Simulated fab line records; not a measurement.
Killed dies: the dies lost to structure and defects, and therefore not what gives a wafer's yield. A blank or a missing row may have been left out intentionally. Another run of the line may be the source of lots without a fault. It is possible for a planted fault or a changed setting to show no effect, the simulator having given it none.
Struck lot and sound lot, side by side | flow sky130 | 14 steps out of a route of 708
Sound: the wafers L202.1, L202.3, L202.5. The struck wafers were L198.2, L198.3, L198.4. The cause is given at the end.
Each step with rows lists, per side, the tool, then ch with its chambers, then its first start. Under that, the readings that differ: sound wafers | struck wafers | difference of the means | sigmas: that difference in standard deviations of wafers without a fault.
alike: same words and numbers on both sides, and readings whose means sit less than 2 such deviations apart. not compared: any withheld reading, any reading some wafer has no value for, any bound like >300 that may hide the same value, and any number with overlapping values for which the record gives no deviation.
Wherever a step has rows on one side only, a row that says differs or no value, or a row with sigmas, the two part there. Numbers that have no deviation but don't overlap get no sigmas and don't part them. A reading that every wafer of one side lacks parts them only if that side has two wafers or more.

SKY_NWELL_OVL_MEAS_10:
  sound on overlay-01 at day 9 14:07; struck on overlay-02 at day 8 14:52
  reading           | sound       | struck         | difference | sigmas
  NWELL_00_OVL (nm) | 3.2 0.1 3.6 | -1.4 -2.3 -2.2 | -4.3       | -3
then, 3 steps without rows for these wafers: SKY_NWELL_IMPLANT_11; SKY_NWELL_IMPLANT_12; SKY_NWELL_IMPLANT_13.
SKY_NWELL_STRIP_14: strips in O2/N2.
  sound on plasma-asher-01 ch 0,1, day 9 14:37; struck on plasma-asher-02 ch 0,1, day 8 15:20
  alike: drypump-motor-current-A, o2-flow-sccm, oes-product-au, strip-time-to-endpoint-s
  not compared: rf-hours-counter-h
SKY_NWELL_TW_MEAS_15:
  sound on film-metro-01 at day 9 14:43; struck on film-metro-04 at day 8 15:27
  alike: NWELL_TW
then, 6 steps without rows for these wafers: SKY_NWELL_DEHYDRATE_16 (time 60 s); SKY_NWELL_HMDS_17 (prime time 60 s); SKY_NWELL_COAT_18 (resist thk 3000 nm); SKY_NWELL_SOFTBAKE_19; SKY_NWELL_EXPOSE_20 (exposes mask NWM COMPLEMENT, target cd 840 nm); SKY_NWELL_PEB_21.
SKY_NWELL_DEVELOP_22: develop time 60 s.
  struck on litho-track-02, day 9 13:00; sound on litho-track-04 ch 0, day 10 12:00
  no value came back on the struck wafers for chill-plate-temp-C (C), develop-time-s (s), exhaust-pa (Pa); on the sound wafers chill-plate-temp-C (C) reads 22.81 23.14 23.16
SKY_NWELL_OVL_MEAS_23:
  sound on overlay-02 at day 10 12:59; struck on overlay-02 at day 9 13:28
  reading           | sound        | struck | difference                    | sigmas
  NWELL_01_OVL (nm) | -1.0 0.4 0.2 | - - -  | no value on the struck wafers |

WHERE THEY PART
First at SKY_NWELL_OVL_MEAS_10; last, within this record, at SKY_NWELL_OVL_MEAS_23.

WHY: what had been put in by the simulator
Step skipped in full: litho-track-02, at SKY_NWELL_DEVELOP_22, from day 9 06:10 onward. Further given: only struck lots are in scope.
